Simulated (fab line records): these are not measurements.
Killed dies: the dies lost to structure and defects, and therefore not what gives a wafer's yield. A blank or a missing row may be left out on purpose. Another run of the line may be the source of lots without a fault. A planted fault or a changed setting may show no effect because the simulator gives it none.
A struck lot beside a sound one | flow sky130 | 35 out of 708 route steps
Sound: the wafers L586.2, L586.3, L586.5. Struck: wafer L600.4. (L600.2, L600.5 of the same lot were not struck and are left out.) The cause comes at the end.
For every step that has rows: the tool of each side, followed by ch and its chambers, followed by its first start. Under that, the readings that differ: sound wafers | struck wafers | difference of the means | sigmas: that difference in standard deviations of wafers without a fault.
alike: readings whose means differ by less than 2 such deviations, and words and numbers that are the same on both sides. not compared: withheld readings, readings that some wafer has no value for, bounds like >300 that may hide the same value, and numbers for which the record gives no deviation and whose values overlap.
A row with sigmas, a row that says differs or no value, or rows on one side alone: a step with any of these is where the two part. Non-overlapping numbers with no deviation appear without sigmas and do not part them. Lack of a reading on every wafer of one side parts them only where that side has two or more wafers.

first, 10 steps without rows for these wafers: SKY_VIA3_SOFTBAKE_08 (time 90 s); SKY_VIA3_EXPOSE_09 (exposes mask VIM3, target cd 200 nm); SKY_VIA3_PEB_10; SKY_VIA3_DEVELOP_11 (develop time 60 s); SKY_VIA3_ETCH_14 (etches BARC in N2/H2, stops on SiO2, time 45.9 s, target depth 60 nm); SKY_VIA3_ETCH_15 (etches SiO2 in C4F8/O2/Ar, stops on TiN, target depth 507 nm, time 78 s); SKY_VIA3_STRIP_16 (strips in O2/N2); SKY_VIA3_STRIP_17 (strips in post etch residue remover, time 1200 s); SKY_VIA3_CLEAN_18 (cleans in IPA, time 180 s); SKY_VIA3_CLEAN_19 (cleans in O3/DIW).
SKY_VIA3_SPUTTER_20: material TiN, target thk 20 nm, time 80 s.
  sound on pvd sputter-03, day 40 04:12; struck on pvd sputter-01, day 44 00:41
  reading                | sound          | struck | difference | sigmas
  throttle valve pct (%) | 30.3 30.2 32.0 | 28.2   | -2.6       | -2
  alike: chamber pressure pa
then, 23 steps without rows for these wafers: SKY_VIA3_CVD_21 (deposits W, target thk 390 nm, time 117.31 s); SKY_VIA3_CMP_24 (polishes, stops on SiO2, t overpolish 20 s, target thk 0 nm); SKY_METAL4_SPUTTER_00 (material Ti, target thk 15 nm, time 10 s); SKY_METAL4_SPUTTER_01 (material TiN, target thk 20 nm, time 16.7 s); SKY_METAL4_SPUTTER_02 (material AlCu, target thk 735 nm, time 39.1 s); SKY_METAL4_SPUTTER_03 (material Ti, target thk 5 nm, time 3.3 s); SKY_METAL4_SPUTTER_04 (material TiN, target thk 70 nm, time 58.3 s); SKY_CAP2M_CVD_00 (deposits SiO2, target thk 15.5 nm); SKY_CAP2M_SPUTTER_02 (material TiN, target thk 200 nm, time 166.7 s); SKY_CAP2M_DEHYDRATE_05 (time 60 s); SKY_CAP2M_HMDS_06 (prime time 60 s); SKY_CAP2M_COAT_07 (resist thk 1140 nm); SKY_CAP2M_SOFTBAKE_08 (time 60 s); SKY_CAP2M_EXPOSE_09 (exposes mask CAP2M, target cd 1000 nm); SKY_CAP2M_PEB_10; SKY_CAP2M_DEVELOP_11 (develop time 60 s); SKY_CAP2M_METAL_ETCH_13 (etches TiN in Cl2/BCl3, stops on SiO2, target depth 220 nm, time 62.9 s); SKY_CAP2M_STRIP_14 (strips in O2/N2); SKY_CAP2M_STRIP_15 (strips in post etch residue remover, time 1200 s); SKY_CAP2M_CLEAN_16 (cleans in IPA, time 180 s); SKY_CAP2M_CLEAN_17 (cleans in O3/DIW); SKY_METAL4_DEHYDRATE_05 (time 60 s); SKY_METAL4_HMDS_06 (prime time 60 s).
-- the record jumps here: 6 days lie between the struck wafers' starts before and after (it left off in module METAL4 and takes up again in module PAD_OPEN, whose first step shown is number 708 of the route) --
SKY_PAD_OPEN_PROBE_99:
  sound on prober-01, day 46 05:18; struck on prober-01, day 49 13:52
  reading                               | sound              | struck | difference | sigmas
  defect limited yield (%)              | 80.9 79.7 83.5     | 73.8   | -7.6       | -4
  killed_at_M0_to_M3                    | 38 49 37           | 94     | +53        | +7
  killed at contacts                    | 39 31 23           | 16     | -15        | -3
  killed dies                           | 94 100 81          | 129    | +37        | +4
  sort_bin_3_pad_short (%)              | 0.4 1.2 0.4        | 3.3    | +2.6       | +7
  sort_bin_5_function (%)               | 11.2 12.4 10.8     | 16.7   | +5.2       | +3
  sort n pass                           | 398 392 411        | 363    | -37        | -4
  sort yield pct (%)                    | 80.9 79.7 83.5     | 73.8   | -7.6       | -4
  model.etest.tester.sort n pass        | 398 392 411        | 363    | -37        |
  model.etest.tester.sort yield pct (%) | 80.89 79.67 83.54  | 73.78  | -7.59      |
  model.etest.tester.sort_bin_5_pct (%) | 11.18 12.4 10.77   | 16.67  | +5.22      |
  model.etest.tester.sort_bin_3_pct (%) | 0.4065 1.22 0.4065 | 3.252  | +2.574     |
  alike: killed_at_M4_up, killed at front end, killed at other, killed open, killed short, sort_bin_6_memory

WHERE THEY PART
Last at SKY_PAD_OPEN_PROBE_99 as far as this record goes, first at SKY_VIA3_SPUTTER_20.

WHY: what had been put in by the simulator
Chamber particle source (pvd sputter-01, SKY_VIA3_SPUTTER_20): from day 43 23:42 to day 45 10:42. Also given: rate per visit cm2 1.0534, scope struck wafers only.
